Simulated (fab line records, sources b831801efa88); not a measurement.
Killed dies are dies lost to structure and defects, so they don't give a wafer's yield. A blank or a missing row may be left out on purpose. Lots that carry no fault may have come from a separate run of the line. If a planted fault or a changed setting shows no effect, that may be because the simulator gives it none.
8D (eight disciplines) problem report, filled in by code / flow gf180mcu / the parts of the form that need people (team, actions taken, sign-off) are left out

== 1. WHAT IS WRONG ==
At GF_CONTACT_CD_MEAS_14, cdNm averages 205.0 nm over 3 wafers from 2 lots, while fault-free wafers read 219.9 nm, standard deviation 1.5. Measured from the usual mean, that is -9.9 standard deviations.
The step: target cd 220 nm.
The first sign was on wafer L687.3 at day 21 05:19, on cdSem-02. Wafers with a number at this step in the record: 37, from 13 lots. The rule behind "out" and "out of limits": a value lying over 4 standard deviations away from the usual mean. The other wafers with a number count as sound.

== 2. WHAT IT IS, AND WHAT IT ISN'T ==
question=which readings at this step | is=cdNm | is not=-
question=which lots | is=L687, L689 | is not=L673, L674, L675, L676, L677, L678, L679, L680, L690, L695, L696
question=which wafers of those lots | is=L687.3, L689.3, L689.6 | is not=L687.1
question=read on which gauges | is=cdSem-01, cdSem-02 | is not=-
question=when | is=from day 21 05:19 | is not=up to then (25 sound wafers); but 9 sound wafers of L690, L695, L696 came after

== 3. WHAT RULES OUT EACH SUSPECT ==
Counting: any tool at a process step up to the reading remains a suspect provided it ran every lot that is out. Sound lots after the first of them don't rule it out here, since some wafers of a struck lot are sound.
- the gauge at GF_CONTACT_CD_MEAS_14: ruled out. The wafers that are out were read on 2 gauges (cdSem-01, cdSem-02).
- rtpAnneal-02 at GF_SALICIDE_RTA_06 (time 30 s): kept. It ran every lot that is out, first L687 (day 20 03:38); its last sound lot up to then is L680 (day 17 19:04).
- krfScanner-02 at GF_CONTACT_EXPOSE_11 (exposes mask Contact, target cd 220 nm): kept. It ran every lot that is out, first L687 (day 20 16:35); its last sound lot up to then is L680 (day 18 07:24).
The count leaves krfScanner-02 at GF_CONTACT_EXPOSE_11 and rtpAnneal-02 at GF_SALICIDE_RTA_06.

== 4. THE CAUSE (what the simulator had put in) ==
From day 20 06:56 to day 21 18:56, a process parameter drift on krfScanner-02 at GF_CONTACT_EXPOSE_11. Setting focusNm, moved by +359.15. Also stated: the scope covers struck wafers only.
Counting leaves 2 suspects; this tool is one of them.

== 5. THE CHAIN OF EFFECTS, in route order ==
Each row: a reading whose mean over the struck wafers that have a number lies more than 3 standard deviations from the usual. Only readings for which the record gives a usual standard deviation are gone through. hours: the time from each lot's start at the first step in this table that gives one to its start at this step, as a median over the lots. sigmas: the change in usual standard deviations.
hours=0; step=GF_CONTACT_CD_MEAS_14; reading=cdNm; usual=219.9 nm; on struck wafers=205.0; change=-14.9; sigmas=-9.9

== 6. HOW IT WOULD HAVE BEEN CAUGHT EARLIER ==
22 hours passed between the start of the fault at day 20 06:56 and the first reading out of limits at a measuring or inspecting step in this record, taken at day 21 05:19.
Lots out: 2; of these, L689 started GF_CONTACT_EXPOSE_11 on krfScanner-02 after day 21 05:19. It would have been spared by a hold on the tool at that moment.
